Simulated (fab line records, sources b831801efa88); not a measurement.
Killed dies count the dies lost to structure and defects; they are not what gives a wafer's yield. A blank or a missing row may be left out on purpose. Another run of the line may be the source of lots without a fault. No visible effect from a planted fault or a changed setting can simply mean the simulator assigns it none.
Which tool did it? -- flow gf180mcu -- 13 lots with 39 wafers sampled at 4 steps, on a route of 602 steps

WHAT THE GAUGES SHOWED, per wafer
GF_MVPSD_TW_MEAS_11.
lot,measured,on,MVPSD_TW
L542,day 5 10:58,film_metro-01,551 551 548
L547,day 6 19:08,film_metro-01,571 569 568
L548,day 6 21:55,film_metro-01,568 570 571
L549,day 7 05:16,film_metro-04,575 577 578
L551,day 7 17:52,film_metro-03,551 550 553
L554,day 8 13:35,film_metro-03,557 557 558
L556,day 9 02:10,film_metro-04,564 559 562
L557,day 9 08:31,film_metro-01,553 553 550
L558,day 9 13:01,film_metro-01,551 556 553
L559,day 9 17:23,film_metro-01,551 551 552
L560,day 10 01:34,film_metro-01,550 549 549
L561,day 10 07:26,film_metro-03,555 554 554
L563,day 11 00:26,film_metro-04,559 562 566

GF_VT_IMPLANT_RS_MEAS_49: measurement is done with a four-point probe.
lot,measured,on,MVPSD_RS (ohm/sq)
L542,day 7 23:31,film_metro-03,1167.8 1170.6 1171.4
L547,day 9 13:31,film_metro-01,1104.4 1102.5 1101.5
L548,day 9 16:14,film_metro-04,1101.0 1100.8 1100.8
L549,day 10 00:40,film_metro-01,1103.3 1103.6 1105.1
L551,day 10 15:47,film_metro-04,1168.1 1166.3 1165.5
L554,day 11 13:31,film_metro-04,1167.9 1164.9 1170.6
L556,day 12 04:34,film_metro-01,1174.3 1173.4 1169.9
L557,day 12 11:28,film_metro-01,1164.1 1164.4 1167.4
L558,day 12 15:09,film_metro-03,1166.8 1166.5 1166.6
L559,day 12 21:29,film_metro-04,1166.8 1174.7 1169.9
L560,day 13 05:05,film_metro-04,1172.1 1172.5 1172.4
L561,day 13 10:37,film_metro-03,1168.9 1171.4 1163.5
L563,day 14 03:20,film_metro-03,1165.3 1165.6 1164.0

GF_NSD_OVL_MEAS_08.
lot,measured,on,NSD_OVL (nm)
L542,day 13 17:22,overlay-01,-0.8 0.1 -0.4
L547,day 15 18:28,overlay-02,2.2 2.7 0.6
L548,day 15 20:07,overlay-02,-0.3 -0.1 -4.0
L549,day 16 08:07,overlay-01,-1.6 -2.5 -1.1
L551,day 17 04:10,overlay-02,0.9 1.8 0.9
L554,day 18 07:52,overlay-01,0.0 -1.3 -0.5
L556,day 19 08:28,overlay-02,-0.6 -1.2 -0.6
L557,day 20 00:14,overlay-01,0.0 0.5 1.4
L558,day 20 02:52,overlay-02,-0.1 -1.3 1.5
L559,day 20 06:08,overlay-02,0.3 0.0 -0.4
L560,day 20 11:40,overlay-01,0.7 -0.8 -1.6
L561,day 20 17:28,overlay-02,0.3 0.3 1.4
L563,day 21 12:31,overlay-01,1.7 2.4 -0.5

WHAT TOOL EACH LOT RAN ON (gives the tool, then ch and the chambers of the sampled wafers, and finally the start)
lot,GF_MVPSD_IMPLANT_08
L542,"implanter-03 ch 0, day 5 10:34"
L547,"implanter-03 ch 0, day 6 18:46"
L548,"implanter-03 ch 0, day 6 21:31"
L549,"implanter-03 ch 0, day 7 04:53"
L551,"implanter-04 ch 0, day 7 17:28"
L554,"implanter-04 ch 0, day 8 13:11"
L556,"implanter-01 ch 0, day 9 01:47"
L557,"implanter-04 ch 0, day 9 08:08"
L558,"implanter-04 ch 0, day 9 12:38"
L559,"implanter-04 ch 0, day 9 17:01"
L560,"implanter-03 ch 0, day 10 01:11"
L561,"implanter-03 ch 0, day 10 07:02"
L563,"implanter-03 ch 0, day 11 00:02"
- GF_MVPSD_IMPLANT_08

WHAT THE TOOLS THEMSELVES READ (means of the sampled wafers that have a number; where no wafer has one, the mark that the record gives instead)
GF_MVPSD_IMPLANT_08.
lot,tool,beam_on_s (s),faraday_current_uA
L542,implanter-03,10.01,84.8
L547,implanter-03,11.12,76.1
L548,implanter-03,11.33,74.4
L549,implanter-03,11.39,74.1
L551,implanter-04,10.05,84.3
L554,implanter-04,9.93,85.2
L556,implanter-01,10.06,84.1
L557,implanter-04,10.09,83.9
L558,implanter-04,9.95,85.0
L559,implanter-04,10.04,84.3
L560,implanter-03,10.06,83.9
L561,implanter-03,10.10,83.7
L563,implanter-03,10.05,84.2

THE ANSWER, worked out from the rows above alone
Rule: what is usual is taken from the lots themselves. Put in order of their means at a reading, lots are off if they are a third of the lots or fewer, leave a main group of 4 or more, and stand apart from it by a gap of 3 or more times the standard deviation of the main group's means; of several such gaps the widest counts. A main group is skipped when, at the precision printed for the reading in the tables above, its means are all equal. Also off: a lot with no number at a reading for which 4 or more lots have one. Where the step has rows for the other lots, those lots are counted as sound. Order of review: gauges by route order, followed by the tools' own readings, for which a lot's mean as printed above is used. At the first step where some lot is off, the reading lying furthest off is the one used; lots without a number count as furthest.
Off: L547, L548, L549, seen at GF_VT_IMPLANT_RS_MEAS_49 (MVPSD_RS). Main group: mean 1168.5 ohm/sq, sd 2.6.
If a tool, at a process step before that reading, ran all the lots that are off and no sound lot after the first of them, it fits. Not tried: the gauges at GF_VT_IMPLANT_RS_MEAS_49; whatever is off there is also off at GF_MVPSD_IMPLANT_08, on other tools, and gauge error can't account for it. Not one of the candidates tried fits.

WHAT THE SIMULATOR PUT IN
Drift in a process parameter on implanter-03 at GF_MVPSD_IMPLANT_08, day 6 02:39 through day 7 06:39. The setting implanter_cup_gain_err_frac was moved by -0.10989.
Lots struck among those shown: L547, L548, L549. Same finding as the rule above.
